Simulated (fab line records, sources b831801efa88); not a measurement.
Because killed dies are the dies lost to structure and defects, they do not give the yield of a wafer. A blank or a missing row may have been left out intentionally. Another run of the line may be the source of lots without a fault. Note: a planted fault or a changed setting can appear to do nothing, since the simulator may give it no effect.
Chamber matching :: flow sky130 :: SKY_VIA3_ETCH_15 on rie_diel-02: 4 sister chambers
The step etches SiO2 in C4F8/O2/Ar, stops on TiN, target depth 507 nm, time 78 s. 7 wafers are shown with their chamber, then 7 later ones without.

## WAFERS, EACH WITH ITS CHAMBER
wafer: L078.2
chamber: 2
rf_fwd_power_W (W): 1494
oes_product_au (a.u.): 0.942

wafer: L078.6
chamber: 0
rf_fwd_power_W (W): 1488
oes_product_au (a.u.): 0.948

wafer: L079.3
chamber: 3
rf_fwd_power_W (W): 1476
oes_product_au (a.u.): 0.945

wafer: L079.5
chamber: 0
rf_fwd_power_W (W): 1494
oes_product_au (a.u.): 0.949

wafer: L079.6
chamber: 1
rf_fwd_power_W (W): 1483
oes_product_au (a.u.): 0.943

wafer: L080.1
chamber: 2
rf_fwd_power_W (W): 1494
oes_product_au (a.u.): 0.943

wafer: L080.2
chamber: 3
rf_fwd_power_W (W): 1481
oes_product_au (a.u.): 0.933

## WAFERS WITHOUT THEIR CHAMBER
wafer: L080.4
rf_fwd_power_W (W): 1496
oes_product_au (a.u.): 0.942

wafer: L087.1
rf_fwd_power_W (W): 1483
oes_product_au (a.u.): 0.945

wafer: L087.5
rf_fwd_power_W (W): 1479
oes_product_au (a.u.): 0.954

wafer: L087.6
rf_fwd_power_W (W): 1493
oes_product_au (a.u.): 0.939

wafer: L093.4
rf_fwd_power_W (W): 1487
oes_product_au (a.u.): 0.945

wafer: L093.5
rf_fwd_power_W (W): 1488
oes_product_au (a.u.): 0.940

wafer: L093.6
rf_fwd_power_W (W): 1483
oes_product_au (a.u.): 0.943

## THE CHAMBER EACH PASSED THROUGH
wafer: L080.4
from the rows above: can't be placed: 2 or 0
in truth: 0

wafer: L087.1
from the rows above: can't be placed: 1 or 3
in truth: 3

wafer: L087.5
from the rows above: can't be placed: 1 or 3 or 0
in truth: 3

wafer: L087.6
from the rows above: can't be placed: 2 or 0
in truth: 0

wafer: L093.4
from the rows above: can't be placed: 1 or 0 or 2 or 3
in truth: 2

wafer: L093.5
from the rows above: can't be placed: 1 or 2 or 0 or 3
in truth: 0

wafer: L093.6
from the rows above: can't be placed: 1 or 3
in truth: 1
0 of 7 placed correctly. Can't be placed from these rows: 7 (the true chamber is among the candidates in 7). 0 placed wrongly.
How it was worked out, from the rows above alone: a wafer's distance from a chamber is the root of the sum, over the readings, of the square of ((its reading less the chamber's mean) divided by the reading's scatter). The wafer belongs to the nearest chamber; if the next one is less than 2 further off, it can't be placed. Each chamber's mean is taken over the wafers shown for it. The scatter: the root of (the sum of the squares of (reading less its chamber's mean) over the shown wafers, divided by (wafers less chambers)).
